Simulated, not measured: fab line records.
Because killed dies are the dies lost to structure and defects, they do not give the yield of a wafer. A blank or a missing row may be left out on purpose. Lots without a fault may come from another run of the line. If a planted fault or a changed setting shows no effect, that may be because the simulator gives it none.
Matching of chambers | flow sky130 | SKY_VIA3_HDPCVD_00 on hdpcvd-01 has 3 sister chambers
The step deposits SiO2, target thk 1635 nm, time 272.5 s. 3 wafers are shown with their chamber, then 7 later ones without.

## WAFERS WITH THEIR CHAMBER
wafer  | chamber | runLengthS (s)
L881.2 | 0       | 300.6
L891.3 | 2       | 300.3
L891.4 | 1       | 300.1

## WAFERS MISSING THEIR CHAMBER
wafer  | runLengthS (s)
L891.5 | 300.1
L894.1 | 300.7
L894.4 | 300.6
L894.5 | 300.8
L896.3 | 300.3
L896.5 | 301.1
L896.6 | 301.2

## WHICH CHAMBER EACH WENT THROUGH
wafer  | from the rows above          | in truth
L891.5 | can't be placed: 1 or 2 or 0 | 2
L894.1 | can't be placed: 0 or 2 or 1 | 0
L894.4 | can't be placed: 0 or 2 or 1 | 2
L894.5 | can't be placed: 0 or 2 or 1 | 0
L896.3 | can't be placed: 2 or 1 or 0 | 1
L896.5 | can't be placed: 0 or 2 or 1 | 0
L896.6 | can't be placed: 0 or 2 or 1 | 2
Correctly placed: 0 of 7. Not placeable from these rows: 7 (in 7, the candidates include the true chamber). Wrongly placed: 0.
How it was worked out, from the rows above alone: a wafer's distance from a chamber is the root of the sum, over the readings, of the square of ((its reading less the chamber's mean) divided by the reading's scatter). If the next closest chamber is less than 2 further off than the closest, the wafer can't be placed; otherwise it belongs to the closest. The mean given for a chamber averages the wafers shown for that chamber. The scatter (one wafer shown for each chamber): square how far every hidden wafer sits from the nearest shown wafer, average those squares and take the square root.
